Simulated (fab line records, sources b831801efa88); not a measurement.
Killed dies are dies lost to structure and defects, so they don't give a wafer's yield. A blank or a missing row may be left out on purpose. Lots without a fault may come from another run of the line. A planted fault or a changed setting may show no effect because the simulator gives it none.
fab line records | flow sky130
record lots=6 wafers=18 last_day=50
route steps=708 shown VT_ADJUST_LVTN@110 VT_ADJUST_NCORE@119 PAD_OPEN@708
lots that met no fault: from a run of the same line without faults
start_h: hours from the record's first day to the start of the lot's first wafer shown | wait_h: hours since the lot's step before | " the same as in the row above | L1.1+2: a row that stands for several wafers | - no value, or no start given | * or withheld: withheld | < > ~ a bound
route shown NAME@n: a module of which the file shows steps, and the number in the route of the first | usual: mean/standard deviation of fault-free wafers | same: alike in all rows | chamber/n: place in a boat | sites: the reading at each site | _std_site: their standard deviation | _edge_site: outer sites' mean less inner sites' | radius_mm: how far each site lies from the wafer's centre | mask NAME#n: copy n | behind: the tool/chamber that last shaped the wafer | hold: why the lot was held/for how many hours/how that ended | device: the transistor (n, p or np) that didn't switch | end of line: the same wafers' tests at the end of the route | a step without rows: its recipe alone | killed: dies lost to structure and defects at the first sort, not the wafer's yield | map: a wafer's dies, x killed, . not, _ none there
set.NAME: the setting as run; set.NAME@STEP: as run at that earlier step | model.NAME: the simulator's own value behind a step, which no gauge read
lots at some steps of the route; a table a step, a row a wafer
services: from which hour (start_h, from the record's first day; less than 0 if before it) a tool's chamber was out of use, for how many hours, and why
## steps
# step SKY_VT_ADJUST_LVTN_COAT_13
# recipe resist=NOVOLAK spin_rpm=3000 resist_thk_nm=1140
# step SKY_VT_ADJUST_LVTN_SOFTBAKE_14
# recipe temp_c=90 time_s=60 resist=NOVOLAK
# step SKY_VT_ADJUST_LVTN_EXPOSE_15
# recipe mask_id=HVN_STD_DERIVED na=0.6 source_shape=conventional sigma_outer=0.6 polarization=unpolarized target_cd_nm=600 dose_mj=165.2
# step SKY_VT_ADJUST_LVTN_PEB_16
# recipe temp_c=withheld time_s=* resist=NOVOLAK
# step SKY_VT_ADJUST_LVTN_DEVELOP_17
# recipe resist=NOVOLAK developer=TMAH develop_time_s=60 dev_temp_c=23
# step SKY_VT_ADJUST_LVTN_OVL_MEAS_18
# usual VT_ADJUST_LVTN_01_OVL=0.7/1.6
# columns lot.wafer tool chamber start_h wait_h VT_ADJUST_LVTN_01_OVL[nm]
L189.1 overlay-01 - 161.56 0.1 2.3
L189.4 " - " " 1.7
L189.5 " - " " 3.9
L195.2 overlay-02 - 199.10 0.1 0.1
L195.4 " - " " 0.7
L195.5 " - " " -1.7
L199.1 overlay-02 - 226.26 0.1 0.0
L199.2 " - " " 0.2
L199.3 " - " " -0.8
L202.1 overlay-01 - 250.16 0.1 4.9
L202.2 " - " " 4.7
L202.4 " - " " 3.9
L209.1 overlay-01 - 298.41 0.1 1.1
L209.2 " - " " 1.1
L209.3 " - " " 0.7
L211.1 overlay-02 - 308.99 0.1 1.4
L211.3 " - " " 1.3
L211.6 " - " " 1.1
# step SKY_VT_ADJUST_LVTN_IMPLANT_19
# recipe species=B energy_kev=30 dose_cm2=6.5e+11 tilt_deg=withheld
# step SKY_VT_ADJUST_LVTN_STRIP_20
# recipe chemistry=O2/N2 power_w=1400 pressure_mtorr=1500 platen_temp_c=withheld o2_flow_sccm=3000 n2_flow_sccm=300 overash_fraction=0.5
# usual drypump_motor_current_A=5.7/0.42 o2_flow_sccm=3001/9.9 oes_product_au=0.716/0.0043 strip_time_to_endpoint_s=14.17/0.038
# columns lot.wafer tool chamber start_h wait_h drypump_motor_current_A o2_flow_sccm oes_product_au rf_hours_counter_h strip_time_to_endpoint_s
L189.1 plasma_asher-04 1 161.75 0.1 6.3 3001 0.712 36 14.15
L189.4 " 1 " " 6.3 3006 0.715 - 14.17
L189.5 " 1 " " 6.3 3002 0.720 - 14.14
L195.2 plasma_asher-03 0 199.28 0.1 5.7 2995 0.720 51 14.23
L195.4 " 1 " " 5.3 2998 0.706 - 14.18
L195.5 " 0 " " 5.7 2984 0.718 - 14.17
L199.1 plasma_asher-04 1 226.45 0.1 6.3 3018 0.719 42 14.17
L199.2 " 0 " " 5.6 2993 0.706 42 14.18
L199.3 " 1 " " 6.3 3012 0.721 - 14.13
L202.1 plasma_asher-02 0 250.35 0.1 5.2 2983 0.710 12 14.12
L202.2 " 1 " " 6.2 3007 0.712 12 14.14
L202.4 " 0 " " 5.3 2993 0.711 - 14.16
L209.1 plasma_asher-03 0 298.60 0.1 5.7 2999 0.709 59 14.20
L209.2 " 1 " " 5.2 2990 0.719 59 14.22
L209.3 " 0 " " 5.7 2999 0.717 - 14.21
L211.1 plasma_asher-03 1 309.18 0.1 5.3 2998 0.724 61 14.14
L211.3 " 1 " " 5.3 2994 0.721 - 14.12
L211.6 " 1 " " 5.3 2994 0.714 - 14.10
# step SKY_VT_ADJUST_LVTN_TW_MEAS_21
# usual VT_ADJUST_LVTN_2_TW=188.0/1.1
# columns lot.wafer tool chamber start_h wait_h VT_ADJUST_LVTN_2_TW
L189.1 film_metro-01 - 161.85 0.1 186.3
L189.4 " - " " 186.4
L189.5 " - " " 186.4
L195.2 film_metro-01 - 199.39 0.1 187.2
L195.4 " - " " 187.4
L195.5 " - " " 188.1
L199.1 film_metro-01 - 226.55 0.1 189.3
L199.2 " - " " 188.4
L199.3 " - " " 188.6
L202.1 film_metro-04 - 250.45 0.1 187.0
L202.2 " - " " 186.0
L202.4 " - " " 186.8
L209.1 film_metro-01 - 298.70 0.1 188.1
L209.2 " - " " 188.4
L209.3 " - " " 188.6
L211.1 film_metro-01 - 309.28 0.1 188.9
L211.3 " - " " 188.4
L211.6 " - " " 189.5
# step SKY_VT_ADJUST_NCORE_DEHYDRATE_00
# recipe temp_c=200 time_s=60
# step SKY_VT_ADJUST_NCORE_HMDS_01
# recipe prime_time_s=60 prime_temp_c=120
# step SKY_VT_ADJUST_NCORE_COAT_02
# recipe resist=NOVOLAK spin_rpm=3000 resist_thk_nm=1140
# step SKY_VT_ADJUST_NCORE_SOFTBAKE_03
# recipe temp_c=90 time_s=60 resist=NOVOLAK
# usual chill_plate_temp_C=23.03/0.11 heater_power_total_W=56.59/0.045 plate_temp_C=90.02/0.12 resist_line_temp_C=23.00/0.11
# columns lot.wafer tool chamber start_h wait_h chill_plate_temp_C heater_power_total_W plate_temp_C resist_line_temp_C
L189.1 litho_track-01 0 171.36 0.1 22.96 56.58 90.12 23.13
L189.4 " 0 " " 23.05 56.59 90.02 23.05
L189.5 " 0 " " 22.80 56.65 90.14 23.00
L195.2 litho_track-04 0 209.67 0.1 23.00 56.61 89.90 23.09
L195.4 " 0 " " 23.04 56.58 89.86 22.90
L195.5 " 0 " " 22.99 56.69 89.99 22.83
L199.1 litho_track-01 0 237.36 0.1 22.85 57.26 90.62 23.06
L199.2 " 0 " " 22.98 57.24 90.58 22.83
L199.3 " 0 " " 22.74 57.27 90.69 22.80
L202.1 litho_track-01 0 262.21 0.1 23.19 57.25 90.81 23.24
L202.2 " 0 " " 23.16 57.22 90.76 23.22
L202.4 " 0 " " 23.14 57.23 90.85 23.02
L209.1 litho_track-03 0 311.18 0.1 22.90 56.64 90.19 23.12
L209.2 " 0 " " 23.00 56.61 90.24 23.04
L209.3 " 0 " " 22.93 56.54 90.11 22.83
L211.1 litho_track-03 0 322.43 0.1 23.20 56.63 90.24 23.02
L211.3 " 0 " " 23.17 56.64 89.98 23.04
L211.6 " 0 " " 23.25 56.61 89.96 22.99
# step SKY_VT_ADJUST_NCORE_EXPOSE_04
# recipe mask_id=LVTN_COMPLEMENT_THIN na=0.6 source_shape=conventional sigma_outer=0.6 polarization=unpolarized target_cd_nm=380 dose_mj=139
# step SKY_PAD_OPEN_PROBE_99
# usual killed_at_M0_to_M3=44/6.3 killed_at_M4_up=3.1/2 killed_at_contacts=24/4.8 killed_at_front_end=15/4.6 killed_at_other=0.2/0.51 killed_dies=87/8.4 killed_open=48/6.4 killed_short=39/5.9
# same gross_dies=492 killed_at_back_side=0
# columns lot.wafer tool chamber start_h wait_h killed_at_M0_to_M3 killed_at_M4_up killed_at_contacts killed_at_front_end killed_at_other killed_dies killed_open killed_short
L189.1 prober-02 - 1070.52 0.1 47 0 22 19 0 88 50 38
L189.4 prober-02 - 1070.67 0.2 52 2 21 13 0 88 51 37
L189.5 prober-02 - 1070.72 0.2 39 2 26 14 0 81 46 35
L195.2 prober-02 - 1104.53 0.1 40 3 23 13 0 79 39 40
L195.4 prober-02 - 1104.63 0.2 50 2 20 30 0 102 62 40
L195.5 prober-02 - 1104.68 0.2 40 1 37 19 0 97 59 38
L199.1 prober-02 - 1137.65 0.1 37 0 25 22 0 84 47 37
L199.2 prober-02 - 1137.70 0.1 54 2 22 16 0 94 58 36
L199.3 prober-02 - 1137.75 0.2 52 2 25 9 0 88 50 38
L202.1 prober-01 - 1152.21 0.1 52 3 20 23 1 99 48 51
L202.2 prober-01 - 1152.26 0.1 49 4 24 16 0 93 49 44
L202.4 prober-01 - 1152.36 0.2 63 0 19 17 0 99 55 44
L209.1 prober-02 - 1187.95 0.1 42 0 30 11 0 83 40 43
L209.2 prober-02 - 1188.00 0.1 43 3 24 17 0 87 53 34
L209.3 prober-02 - 1188.05 0.2 48 3 24 11 0 86 47 39
L211.1 prober-01 - 1197.80 0.1 43 2 18 10 0 73 41 32
L211.3 prober-01 - 1197.90 0.2 38 5 14 8 0 65 31 34
L211.6 prober-01 - 1198.05 0.2 42 1 31 13 0 87 56 31
# killed by level:class
L189.1 VIA3:geometric_particle:open=8 VIA1:geometric_particle:open=8 CONTACT:geometric_particle:open=7 POLY_GATE:geometric_particle:open=6 LI_CONTACT:geometric_particle:open=6 VIA2:geometric_particle:short=5 VIA1:geometric_particle:short=5 CONTACT:geometric_particle:short=4
L189.4 VIA3:geometric_particle:open=14 VIA1:geometric_particle:open=8 METAL2:geometric_particle:short=7 VIA2:geometric_particle:open=6 CONTACT:geometric_particle:short=6 LOCAL_INTERCONNECT:geometric_particle:short=5 CONTACT:geometric_particle:open=5 METAL1:geometric_particle:open=5
L189.5 CONTACT:geometric_particle:open=10 VIA3:geometric_particle:open=9 VIA1:geometric_particle:open=7 VIA1:geometric_particle:short=7 LOCAL_INTERCONNECT:geometric_particle:short=6 VIA2:geometric_particle:open=6 LI_CONTACT:geometric_particle:open=5 FIELD_ISO:geometric_particle:open=4
L195.2 CONTACT:geometric_particle:open=7 VIA2:geometric_particle:open=7 VIA3:geometric_particle:open=7 CONTACT:geometric_particle:short=6 LI_CONTACT:geometric_particle:short=5 VIA1:geometric_particle:open=5 VIA1:geometric_particle:short=4 METAL2:geometric_particle:short=4
L195.4 VIA1:geometric_particle:open=13 CONTACT:geometric_particle:open=8 FIELD_ISO:geometric_particle:open=7 METAL2:geometric_particle:short=7 POLY_GATE:geometric_particle:short=6 POLY_GATE:geometric_particle:open=6 VIA2:geometric_particle:open=6 VIA3:geometric_particle:open=6
L195.5 CONTACT:geometric_particle:open=15 LI_CONTACT:geometric_particle:short=8 VIA1:geometric_particle:open=8 VIA1:geometric_particle:short=7 VIA3:geometric_particle:open=7 FIELD_ISO:geometric_particle:open=6 LI_CONTACT:geometric_particle:open=6 FIELD_ISO:geometric_particle:short=5
L199.1 CONTACT:geometric_particle:open=11 LI_CONTACT:geometric_particle:open=10 VIA1:geometric_particle:open=7 POLY_GATE:geometric_particle:open=6 METAL1:geometric_particle:short=5 VIA1:geometric_particle:short=5 FIELD_ISO:geometric_particle:short=4 VIA2:geometric_particle:short=4
L199.2 VIA1:geometric_particle:open=23 CONTACT:geometric_particle:open=10 VIA3:geometric_particle:open=8 VIA2:geometric_particle:short=6 LI_CONTACT:geometric_particle:open=5 FIELD_ISO:geometric_particle:open=4 POLY_GATE:geometric_particle:open=4 POLY_GATE:geometric_particle:short=4
L199.3 VIA1:geometric_particle:open=14 CONTACT:geometric_particle:open=12 VIA2:geometric_particle:open=7 VIA1:geometric_particle:short=6 LI_CONTACT:geometric_particle:open=5 METAL1:geometric_particle:short=5 METAL3:geometric_particle:short=5 VIA3:geometric_particle:open=5
L202.1 VIA1:geometric_particle:short=10 VIA1:geometric_particle:open=10 METAL2:geometric_particle:short=8 FIELD_ISO:geometric_particle:short=7 VIA3:geometric_particle:open=7 FIELD_ISO:geometric_particle:open=6 LOCAL_INTERCONNECT:geometric_particle:short=6 VIA2:geometric_particle:open=6
L202.2 VIA1:geometric_particle:open=13 CONTACT:geometric_particle:open=11 VIA1:geometric_particle:short=7 METAL1:geometric_particle:short=6 POLY_GATE:geometric_particle:short=5 LOCAL_INTERCONNECT:geometric_particle:short=5 VIA3:geometric_particle:open=5 VIA2:geometric_particle:open=5
L202.4 VIA1:geometric_particle:open=16 VIA3:geometric_particle:open=12 CONTACT:geometric_particle:open=8 METAL2:geometric_particle:short=7 VIA1:geometric_particle:short=7 POLY_GATE:geometric_particle:short=6 FIELD_ISO:geometric_particle:short=5 LI_CONTACT:geometric_particle:open=5
L209.1 CONTACT:geometric_particle:open=11 VIA3:geometric_particle:open=7 METAL1:geometric_particle:short=7 LI_CONTACT:geometric_particle:open=6 CONTACT:geometric_particle:short=6 METAL2:geometric_particle:short=6 VIA2:geometric_particle:open=4 VIA1:geometric_particle:open=4
L209.2 VIA2:geometric_particle:open=9 CONTACT:geometric_particle:open=8 VIA1:geometric_particle:open=8 FIELD_ISO:geometric_particle:open=6 VIA3:geometric_particle:open=6 LI_CONTACT:geometric_particle:open=5 LOCAL_INTERCONNECT:geometric_particle:short=5 METAL2:geometric_particle:short=5
L209.3 CONTACT:geometric_particle:open=12 VIA1:geometric_particle:open=12 METAL1:geometric_particle:short=8 FIELD_ISO:geometric_particle:short=6 VIA3:geometric_particle:open=5 VIA1:geometric_particle:short=5 CONTACT:geometric_particle:short=4 VIA2:geometric_particle:open=4
L211.1 CONTACT:geometric_particle:open=9 VIA1:geometric_particle:open=8 VIA3:geometric_particle:open=8 METAL1:geometric_particle:short=7 VIA2:geometric_particle:open=5 METAL2:geometric_particle:short=5 LI_CONTACT:geometric_particle:open=4 VIA1:geometric_particle:short=4
L211.3 METAL1:geometric_particle:short=11 LI_CONTACT:geometric_particle:open=6 VIA1:geometric_particle:open=5 VIA2:geometric_particle:open=5 VIA3:geometric_particle:open=5 FIELD_ISO:geometric_particle:short=3 FIELD_ISO:geometric_particle:open=3 LI_CONTACT:geometric_particle:short=3
L211.6 LI_CONTACT:geometric_particle:open=16 VIA1:geometric_particle:open=11 VIA2:geometric_particle:open=7 LOCAL_INTERCONNECT:geometric_particle:short=5 CONTACT:geometric_particle:open=5 FIELD_ISO:geometric_particle:open=4 CONTACT:geometric_particle:short=4 METAL1:geometric_particle:short=4
## services
# columns tool chamber start_h hours kind
plasma_asher-03 - 258.69 12.5 repair
plasma_asher-02 - 303.91 1.5 repair
## key
first_sign step=SKY_VT_ADJUST_NCORE_SOFTBAKE_03 reading=heater_power_total_W direction=up sigmas=14 usual=* struck=*
effect step=SKY_VT_ADJUST_NCORE_SOFTBAKE_03 reading=plate_temp_C direction=up sigmas=5.7 usual=* struck=*
met_at SKY_VT_ADJUST_NCORE_SOFTBAKE_03
struck_wafers L199.1,L199.2,L199.3,L202.1,L202.2,L202.4
tester_left_out L199,L202
onset_between 171.36 237.36
fault kind=process_parameter_drift tool=litho_track-01 chamber=- onset_h=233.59 steps=SKY_VT_ADJUST_NCORE_SOFTBAKE_03 channel=temp_c offset=* shape=step end_h=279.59 acts_in=* stated=*
# tester_left_out: of these lots the tester's yield and bins aren't shown, on N5 and GAA mostly nor the transistor test; their killed dies are dies lost to structure and defects alone, not to doping, threshold or leakage, so they don't give the yield
